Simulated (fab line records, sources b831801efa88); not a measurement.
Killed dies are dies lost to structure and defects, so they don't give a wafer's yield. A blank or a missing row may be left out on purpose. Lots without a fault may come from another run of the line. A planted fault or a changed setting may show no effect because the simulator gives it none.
fab line records | flow gf180mcu
record lots=14 wafers=42 last_day=35
route steps=602 shown POLY_GATE@174 HV_LDD@223 NSD@246 PSD@258 SAB@275
lots that met no fault: from a run of the same line without faults
start_h: hours from the record's first day to the start of the lot's first wafer shown | wait_h: hours since the lot's step before | " the same as in the row above | L1.1+2: a row that stands for several wafers | - no value, or no start given | * or withheld: withheld | < > ~ a bound
route shown NAME@n: a module of which the file shows steps, and the number in the route of the first | usual: mean/standard deviation of fault-free wafers | same: alike in all rows | chamber/n: place in a boat | sites: the reading at each site | _std_site: their standard deviation | _edge_site: outer sites' mean less inner sites' | radius_mm: how far each site lies from the wafer's centre | mask NAME#n: copy n | behind: the tool/chamber that last shaped the wafer | hold: why the lot was held/for how many hours/how that ended | device: the transistor (n, p or np) that didn't switch | end of line: the same wafers' tests at the end of the route | a step without rows: its recipe alone | killed: dies lost to structure and defects at the first sort, not the wafer's yield | map: a wafer's dies, x killed, . not, _ none there
set.NAME: the setting as run; set.NAME@STEP: as run at that earlier step | model.NAME: the simulator's own value behind a step, which no gauge read
steps of the route over a sample of lots; a table a step, a row a wafer
services: from which hour (start_h, from the record's first day; less than 0 if before it) a tool's chamber was out of use, for how many hours, and why
## steps
# step GF_POLY_GATE_THK_MEAS_17
# recipe reads=SiO2_of_POLY_GATE_OXIDATION_16
# usual POLY_GATE_OXIDATION_THK=4.06/0.07
# columns lot.wafer tool chamber start_h wait_h POLY_GATE_OXIDATION_THK[nm]
L780.2 film_metro-02 - 200.62 0.0 3.96
L780.4 " - " " 3.87
L780.6 " - " " 3.94
L781.1 film_metro-02 - 216.28 0.0 4.02
L781.4 " - " " 4.04
L781.6 " - " " 4.05
L783.1 film_metro-02 - 229.26 0.0 4.04
L783.4 " - " " 4.07
L783.6 " - " " 4.17
L782.1 film_metro-02 - 232.46 0.0 4.19
L782.5 " - " " 4.11
L782.6 " - " " 4.15
L785.1 film_metro-04 - 242.76 0.0 3.97
L785.2 " - " " 3.93
L785.4 " - " " 4.00
L787.1 film_metro-02 - 267.70 0.0 4.02
L787.3 " - " " 4.15
L787.6 " - " " 4.03
L788.1 film_metro-04 - 267.85 0.0 3.97
L788.5 " - " " 4.02
L788.6 " - " " 4.05
L789.4 film_metro-01 - 270.43 0.0 4.05
L789.5 " - " " 4.06
L789.6 " - " " 4.03
L794.4 film_metro-01 - 303.85 0.0 3.99
L794.5 " - " " 3.93
L794.6 " - " " 3.97
L796.1 film_metro-02 - 320.12 0.0 4.19
L796.2 " - " " 4.08
L796.3 " - " " 4.12
L797.1 film_metro-02 - 322.58 0.0 4.09
L797.2 " - " " 4.09
L797.6 " - " " 4.07
L798.2 film_metro-02 - 337.77 0.0 4.02
L798.3 " - " " 4.07
L798.4 " - " " 4.08
L802.3 film_metro-02 - 365.08 0.0 4.08
L802.4 " - " " 4.06
L802.6 " - " " 4.17
L803.2 film_metro-01 - 373.83 0.0 3.95
L803.3 " - " " 4.03
L803.6 " - " " 3.98
# step GF_HV_LDD_OVL_MEAS_47
# usual HV_LDD_03_OVL=-1.1/1.5
# columns lot.wafer tool chamber start_h wait_h HV_LDD_03_OVL[nm]
L780.2 overlay-01 - 276.69 0.1 0.3
L780.4 " - " " -0.8
L780.6 " - " " -2.1
L781.1 overlay-01 - 293.83 0.1 1.6
L781.4 " - " " 0.6
L781.6 " - " " -0.2
L783.1 overlay-02 - 308.66 0.1 -0.5
L783.4 " - " " -0.9
L783.6 " - " " -1.6
L782.1 overlay-01 - 311.08 0.1 -3.5
L782.5 " - " " -3.2
L782.6 " - " " -3.6
L785.1 overlay-02 - 323.33 0.1 -0.7
L785.2 " - " " 1.1
L785.4 " - " " 0.4
L787.1 overlay-02 - 354.28 0.1 -1.6
L787.3 " - " " -0.6
L787.6 " - " " 1.7
L788.1 overlay-01 - 354.48 0.1 -1.5
L788.5 " - " " -0.5
L788.6 " - " " -0.9
L789.4 overlay-01 - 356.08 0.1 -2.1
L789.5 " - " " -0.1
L789.6 " - " " -1.6
L794.4 overlay-01 - 393.90 0.1 -4.3
L794.5 " - " " -2.1
L794.6 " - " " 0.1
L796.1 overlay-01 - 414.06 0.1 -1.3
L796.2 " - " " 0.7
L796.3 " - " " 0.9
L797.1 overlay-01 - 414.96 0.1 -0.8
L797.2 " - " " -1.0
L797.6 " - " " -2.0
L798.2 overlay-01 - 433.43 0.1 -4.0
L798.3 " - " " -1.4
L798.4 " - " " -2.1
L802.3 overlay-01 - 462.79 0.1 -0.5
L802.4 " - " " -0.7
L802.6 " - " " -0.2
L803.2 overlay-01 - 472.31 0.1 -0.8
L803.3 " - " " -3.2
L803.6 " - " " -1.4
# step GF_NSD_STRIP_11
# recipe chemistry=O2/N2 power_w=1400 pressure_mtorr=1500 platen_temp_c=250 o2_flow_sccm=3000 n2_flow_sccm=300 overash_fraction=0.5
# usual chamber_pressure_mTorr=1499.9/1.4 drypump_motor_current_A=5.6/0.4 heater_power_w=335/34 oes_product_au=0.487/0.0045 strip_time_to_endpoint_s=22.98/0.051
# columns lot.wafer tool chamber start_h wait_h chamber_pressure_mTorr drypump_motor_current_A heater_power_w oes_product_au rf_hours_counter_h strip_time_to_endpoint_s
L780.2 plasma_asher-03 1 300.64 0.1 1498.1 4.8 295 0.495 67 22.94
L780.4 " 0 " " 1501.5 6.0 396 0.488 - 22.99
L780.6 " 1 " " 1500.5 4.9 294 0.494 - 22.96
L781.1 plasma_asher-03 1 318.66 0.1 1499.0 4.8 301 0.487 69 22.99
L781.4 " 1 " " 1499.9 4.8 299 0.483 - 22.99
L781.6 " 1 " " 1502.3 4.8 305 0.490 - 23.02
L783.1 plasma_asher-02 1 333.29 0.1 1498.4 5.9 324 0.487 20 22.99
L783.4 " 0 " " 1499.7 5.6 316 0.486 - 22.97
L783.6 " 0 " " 1500.5 5.6 317 0.486 - 22.99
L782.1 plasma_asher-02 1 336.94 0.1 1500.6 5.9 316 0.493 21 22.95
L782.5 " 1 " " 1499.3 5.9 332 0.485 - 22.94
L782.6 " 0 " " 1500.2 5.6 322 0.486 - 22.94
L785.1 plasma_asher-03 0 348.54 0.1 1500.0 5.9 395 0.488 72 22.98
L785.2 " 1 " " 1497.9 4.9 295 0.484 72 23.02
L785.4 " 1 " " 1501.0 4.9 304 0.485 - 23.03
L787.1 plasma_asher-02 1 382.36 0.1 1500.8 5.9 330 0.496 24 23.07
L787.3 " 1 " " 1496.8 5.9 328 0.490 - 23.04
L787.6 " 1 " " 1500.8 5.9 330 0.490 - 22.99
L788.1 plasma_asher-03 0 382.66 0.1 1499.1 6.0 390 0.478 77 22.87
L788.5 " 1 " " 1498.7 4.8 299 0.491 - 22.92
L788.6 " 0 " " 1498.3 6.0 404 0.487 - 22.90
L789.4 plasma_asher-02 1 387.53 0.1 1500.6 5.9 326 0.484 - 22.95
L789.5 " 1 " " 1499.2 5.9 327 0.486 - 22.95
L789.6 " 0 " " 1498.6 5.6 324 0.492 - 22.95
L794.4 plasma_asher-02 1 421.58 0.1 1498.9 5.9 326 0.490 - 22.92
L794.5 " 1 " " 1501.9 5.9 328 0.483 - 22.95
L794.6 " 0 " " 1502.5 5.6 332 0.489 - 23.00
L796.1 plasma_asher-02 0 442.16 0.1 - - - - - -
L796.2 " 1 " " - - - - - -
L796.3 " 0 " " - - - - - -
L797.1 plasma_asher-03 1 443.34 0.1 - - - - - -
L797.2 " 0 " " - - - - - -
L797.6 " 1 " " - - - - - -
L798.2 plasma_asher-02 0 462.06 0.1 1499.3 5.6 324 0.490 34 22.95
L798.3 " 1 " " 1500.4 5.9 332 0.491 - 22.98
L798.4 " 0 " " 1501.5 5.6 329 0.485 - 22.95
L802.3 plasma_asher-03 1 490.49 0.1 1499.8 4.8 301 0.479 - 22.91
L802.4 " 0 " " 1502.7 6.0 407 0.489 - 22.97
L802.6 " 0 " " 1499.9 6.0 396 0.485 - 22.93
L803.2 plasma_asher-02 0 499.56 0.1 1503.7 5.6 329 0.488 38 22.98
L803.3 " 0 " " 1502.5 5.6 327 0.484 - 23.00
L803.6 " 1 " " 1500.1 5.9 323 0.489 - 22.99
# step GF_PSD_STRIP_10
# recipe chemistry=O2/N2 power_w=1400 pressure_mtorr=1500 platen_temp_c=250 o2_flow_sccm=3000 n2_flow_sccm=300 overash_fraction=0.5
# usual chamber_pressure_mTorr=1500.0/1.2 drypump_motor_current_A=5.5/0.45 heater_power_w=354/41 oes_product_au=0.592/0.0044 strip_time_to_endpoint_s=16.53/0.042
# columns lot.wafer tool chamber start_h wait_h chamber_pressure_mTorr drypump_motor_current_A heater_power_w oes_product_au rf_hours_counter_h strip_time_to_endpoint_s
L780.2 plasma_asher-03 1 321.96 0.1 1499.3 4.9 300 0.596 70 16.52
L780.4 " 0 " " 1499.7 6.1 403 0.604 - 16.51
L780.6 " 1 " " 1500.6 4.8 296 0.602 - 16.53
L781.1 plasma_asher-04 0 341.01 0.1 1497.6 5.1 348 0.583 53 16.49
L781.4 " 0 " " 1500.8 5.1 367 0.596 - 16.48
L781.6 " 0 " " 1498.8 5.1 360 0.589 - 16.46
L783.1 plasma_asher-03 1 355.66 0.1 1500.1 4.8 301 0.589 74 16.49
L783.4 " 0 " " 1502.0 5.9 410 0.595 - 16.52
L783.6 " 0 " " 1498.2 6.0 406 0.587 - 16.50
L782.1 plasma_asher-04 1 359.42 0.1 1498.5 5.6 388 0.594 55 16.55
L782.5 " 0 " " 1499.8 5.1 366 0.594 - 16.56
L782.6 " 1 " " 1499.1 5.6 394 0.589 - 16.52
L785.1 plasma_asher-03 0 371.07 0.1 1500.2 6.0 402 0.594 75 16.52
L785.2 " 1 " " 1501.1 4.8 301 0.595 75 16.56
L785.4 " 0 " " 1502.0 6.0 415 0.593 - 16.53
L787.1 plasma_asher-03 0 406.41 0.1 1499.7 5.9 406 0.589 79 16.57
L787.3 " 1 " " 1500.7 4.8 303 0.594 - 16.63
L787.6 " 0 " " 1500.8 6.0 404 0.592 - 16.56
L788.1 plasma_asher-04 0 406.56 0.1 1502.0 5.1 348 0.590 59 16.52
L788.5 " 1 " " 1501.9 5.6 387 0.595 - 16.53
L788.6 " 0 " " 1499.6 5.1 360 0.591 - 16.50
L789.4 plasma_asher-04 0 411.70 0.1 1500.3 5.1 363 0.592 - 16.53
L789.5 " 0 " " 1500.1 5.1 355 0.588 - 16.55
L789.6 " 1 " " 1501.0 5.6 383 0.589 - 16.60
L794.4 plasma_asher-01 1 446.54 0.1 1501.2 5.7 350 0.586 - 16.57
L794.5 " 0 " " 1497.9 5.9 316 0.591 - 16.53
L794.6 " 1 " " 1501.0 5.7 355 0.585 - 16.54
L796.1 plasma_asher-03 1 467.02 0.1 1500.4 4.9 292 0.652 86 31.62
L796.2 " 0 " " 1499.3 6.0 414 0.655 86 31.58
L796.3 " 0 " " 1497.8 5.9 409 0.657 - 31.62
L797.1 plasma_asher-01 0 468.21 0.1 1500.7 5.9 312 0.650 3 31.48
L797.2 " 1 " " 1497.9 5.7 359 0.659 3 31.46
L797.6 " 0 " " 1501.5 5.9 312 0.656 - 31.50
L798.2 plasma_asher-04 0 486.06 0.1 1501.4 5.1 340 0.587 68 16.51
L798.3 " 0 " " 1499.4 5.1 353 0.599 - 16.45
L798.4 " 1 " " 1501.7 5.6 381 0.593 - 16.50
L802.3 plasma_asher-01 1 515.24 0.1 1500.6 5.7 350 0.595 - 16.52
L802.4 " 0 " " 1501.1 5.9 308 0.590 - 16.54
L802.6 " 1 " " 1500.3 5.7 366 0.591 - 16.54
L803.2 plasma_asher-03 0 522.51 0.1 1499.6 6.0 402 0.585 92 16.49
L803.3 " 0 " " 1501.2 6.0 408 0.586 - 16.48
L803.6 " 0 " " 1499.2 6.0 411 0.591 - 16.48
# step GF_PSD_TW_MEAS_11
# usual PSD_TW=3167/26
# columns lot.wafer tool chamber start_h wait_h PSD_TW
L780.2 film_metro-04 - 322.07 0.1 3199
L780.4 " - " " 3217
L780.6 " - " " 3199
L781.1 film_metro-02 - 341.11 0.1 3159
L781.4 " - " " 3166
L781.6 " - " " 3143
L783.1 film_metro-02 - 355.76 0.1 3174
L783.4 " - " " 3162
L783.6 " - " " 3174
L782.1 film_metro-02 - 359.52 0.1 3181
L782.5 " - " " 3166
L782.6 " - " " 3169
L785.1 film_metro-03 - 371.17 0.1 3144
L785.2 " - " " 3157
L785.4 " - " " 3139
L787.1 film_metro-04 - 406.51 0.1 3216
L787.3 " - " " 3205
L787.6 " - " " 3229
L788.1 film_metro-03 - 406.66 0.1 3134
L788.5 " - " " 3128
L788.6 " - " " 3120
L789.4 film_metro-04 - 411.80 0.1 3222
L789.5 " - " " 3201
L789.6 " - " " 3215
L794.4 film_metro-03 - 446.64 0.1 3134
L794.5 " - " " 3123
L794.6 " - " " 3132
L796.1 film_metro-02 - 467.12 0.1 30
L796.2 " - " " 30
L796.3 " - " " 30
L797.1 film_metro-04 - 468.31 0.1 30
L797.2 " - " " 30
L797.6 " - " " 30
L798.2 film_metro-04 - 486.17 0.1 3174
L798.3 " - " " 3166
L798.4 " - " " 3164
L802.3 film_metro-04 - 515.33 0.1 3181
L802.4 " - " " 3188
L802.6 " - " " 3208
L803.2 film_metro-02 - 522.62 0.1 3175
L803.3 " - " " 3167
L803.6 " - " " 3165
# step GF_SAB_ETCH_11
# recipe chemistry=C4F8/O2/Ar mask_material=NOVOLAK target=SiO2 target_depth_nm=55 source_w=1500 bias_w=1200 pressure_mtorr=40 c4f8_flow_sccm=withheld O2_flow_sccm=6 Ar_flow_sccm=300 time_s=8.5
# usual bias_w=1200/3.8 oes_product_au=1.001/0.01
# same time_s=8.5
# columns lot.wafer tool chamber start_h wait_h bias_w oes_product_au rf_hours_counter_h
L780.2 rie_diel-03 0 343.41 0.0 1204 1.002 3
L780.4 " 2 " " 1194 1.009 -
L780.6 " 1 " " 1202 0.992 -
L781.1 rie_diel-01 1 364.36 0.0 1203 1.016 94
L781.4 " 3 " " 1203 1.006 41
L781.6 " 1 " " 1206 1.006 -
L783.1 rie_diel-01 3 378.91 0.0 1194 0.996 41
L783.4 " 0 " " 1195 0.995 45
L783.6 " 2 " " 1200 1.013 -
L782.1 rie_diel-01 2 383.32 0.0 1206 1.001 5
L782.5 " 3 " " 1196 1.003 -
L782.6 " 2 " " 1210 0.995 -
L785.1 rie_diel-03 0 395.53 0.0 1200 1.017 5
L785.2 " 2 " " 1194 1.020 6
L785.4 " 1 " " 1204 0.994 62
L787.1 rie_diel-01 3 430.91 0.0 1199 1.004 43
L787.3 " 0 " " 1200 1.010 46
L787.6 " 2 " " 1199 1.006 -
L788.1 rie_diel-04 2 431.21 0.0 1204 0.990 33
L788.5 " 2 " " 1207 0.993 -
L788.6 " 3 " " 1195 1.018 -
L789.4 rie_diel-01 0 436.76 0.0 1199 1.008 47
L789.5 " 2 " " 1204 1.004 -
L789.6 " 3 " " 1202 1.007 -
L794.4 rie_diel-03 1 472.02 0.0 1206 0.999 -
L794.5 " 0 " " 1193 1.005 -
L794.6 " 2 " " 1203 1.009 -
L796.1 rie_diel-03 1 492.17 0.0 1197 0.981 65
L796.2 " 2 " " 1205 1.002 9
L796.3 " 3 " " 1201 1.003 6
L797.1 rie_diel-04 1 493.12 0.0 1197 0.995 2
L797.2 " 3 " " 1199 1.015 7
L797.6 " 3 " " 1200 1.018 -
L798.2 rie_diel-03 0 511.34 0.0 1201 1.006 8
L798.3 " 1 " " 1199 1.003 66
L798.4 " 3 " " 1209 1.005 7
L802.3 rie_diel-04 2 538.59 0.0 1197 0.992 35
L802.4 " 3 " " 1197 1.010 8
L802.6 " 3 " " 1200 1.002 -
L803.2 rie_diel-01 1 545.61 0.0 1200 1.001 0
L803.3 " 3 " " 1196 1.000 46
L803.6 " 0 " " 1208 1.003 -
## services
# columns tool chamber start_h hours kind
plasma_asher-02 - 277.30 6.2 repair
plasma_asher-04 - 288.04 3.2 repair
rie_diel-04 3 300.50 2.2 repair
rie_diel-01 1 302.12 1.8 repair
rie_diel-03 - 318.11 14.6 pm
rie_diel-03 3 342.43 23.6 repair
plasma_asher-02 - 346.42 10.3 pm
rie_diel-01 3 352.54 8.7 repair
rie_diel-04 1 369.05 4.5 repair
rie_diel-04 - 385.55 14.6 pm
rie_diel-04 1 402.31 6.4 repair
rie_diel-03 1 410.56 14.7 repair
plasma_asher-01 - 414.76 14.6 pm
plasma_asher-01 - 429.36 9.0 pm
rie_diel-03 - 431.50 0.3 repair
plasma_asher-01 - 433.02 1.7 repair
rie_diel-03 3 459.00 14.7 repair
plasma_asher-03 - 476.98 0.5 repair
rie_diel-03 - 484.74 0.4 repair
rie_diel-01 1 485.55 1.7 repair
rie_diel-01 0 490.06 13.3 repair
plasma_asher-02 - 503.16 0.6 repair
plasma_asher-04 - 539.74 4.3 pm
plasma_asher-04 - 544.45 4.0 pm
## key
first_sign step=GF_NSD_STRIP_11 reading=tool_record direction=missing
effect step=GF_PSD_STRIP_10 reading=strip_time_to_endpoint_s direction=up sigmas=99+ usual=* struck=*
effect step=GF_PSD_TW_MEAS_11 reading=PSD_TW direction=down sigmas=99+ usual=3167 struck=30
met_at GF_NSD_STRIP_11
struck_lots L796,L797
sort_left_out L796.1,L796.2,L796.3,L797.1,L797.2,L797.6
tester_left_out L796,L797
not_acting_at GF_POLY_GATE_THK_MEAS_17,GF_HV_LDD_OVL_MEAS_47,GF_SAB_ETCH_11
onset_between 421.58 442.16
fault kind=skipped_step_whole tool=plasma_asher-02,plasma_asher-03 chamber=- onset_h=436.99 steps=GF_NSD_STRIP_11 scope=struck_lots_only
# tester_left_out: of these lots the tester's yield and bins aren't shown, on N5 and GAA mostly nor the transistor test; their killed dies are dies lost to structure and defects alone, not to doping, threshold or leakage, so they don't give the yield
# sort_left_out: the simulated sort isn't trusted on such a fault, so these wafers' sort isn't shown, and their yield isn't known
